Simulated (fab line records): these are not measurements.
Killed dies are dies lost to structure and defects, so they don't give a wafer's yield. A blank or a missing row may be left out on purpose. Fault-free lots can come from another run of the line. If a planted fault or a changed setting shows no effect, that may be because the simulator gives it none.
One fault seen from 2 desks + flow sky130 + only its own numbers are on each desk; what lay behind them is given at the end

== DESK OF THE TOOL OWNER: rie_diel-02 ==
The tool's own readings at SKY_PASSIVATION_ETCH_11 (etches the open film in CF4/O2, stops on AlCu, target depth 725 nm, time 161.1 s): means of the sampled wafers that have a number, for each lot that ran on this tool. A lot is out of limits, marked OUT, if its mean lies more than 4 standard deviations from the usual mean; the brackets give that distance.
Columns: A = O2_flow_sccm at SKY_PASSIVATION_ETCH_11, usual 10.000 sccm; B = bias_w at SKY_PASSIVATION_ETCH_11, usual 150.0 W; C = drypump_motor_current_A at SKY_PASSIVATION_ETCH_11, usual 5.9 A; D = oes_product_au at SKY_PASSIVATION_ETCH_11, usual 0.979 a.u.; E = throttle_valve_pct at SKY_PASSIVATION_ETCH_11, usual 5.964 %
| lot  | first seen here | A      | B     | C   | D     | E     |
|------|-----------------|--------|-------|-----|-------|-------|
| L324 | day 46 11:22    | 9.982  | 150.3 | 6.6 | 0.986 | 5.974 |
| L331 | day 46 12:46    | 9.968  | 150.1 | 6.4 | 0.971 | 5.964 |
| L333 | day 47 03:34    | 10.013 | 149.9 | 6.4 | 0.982 | 5.964 |
| L332 | day 47 06:10    | 10.001 | 149.9 | 6.0 | 0.980 | 5.962 |
| L346 | day 49 23:04    | 9.994  | 149.9 | 6.1 | 0.975 | 5.960 |
Result from this desk: across the 5 lots, nothing is out of limits.

== FROM THE METROLOGY DESK ==
Means of the sampled wafers that have a number, per lot and without regard to the tool the lot ran on: this is what the gauges read. A lot is out of limits, marked OUT, if its mean lies more than 4 standard deviations from the usual mean; the brackets give that distance.
Columns: A = VIA3_W_THK at SKY_VIA3_THK_MEAS_23, usual 397 nm
| lot  | first seen here | A   |
|------|-----------------|-----|
| L325 | day 41 11:01    | 402 |
| L324 | day 41 11:59    | 397 |
| L328 | day 41 12:22    | 393 |
| L329 | day 41 12:36    | 398 |
| L327 | day 41 12:46    | 400 |
| L331 | day 41 13:25    | 392 |
| L333 | day 42 08:32    | 395 |
| L332 | day 42 10:20    | 400 |
| L334 | day 43 12:23    | 401 |
| L337 | day 43 12:43    | 396 |
| L336 | day 43 16:26    | 395 |
| L339 | day 44 07:27    | 392 |
| L340 | day 44 08:20    | 394 |
| L346 | day 45 15:38    | 402 |
Result from this desk: across the 14 lots, nothing is out of limits.

== BROUGHT TOGETHER ==
Nothing out of limits was seen by the tool owner's desk.
Nothing out of limits was seen by the metrology desk.

== WHAT WAS PUT IN BY THE SIMULATOR ==
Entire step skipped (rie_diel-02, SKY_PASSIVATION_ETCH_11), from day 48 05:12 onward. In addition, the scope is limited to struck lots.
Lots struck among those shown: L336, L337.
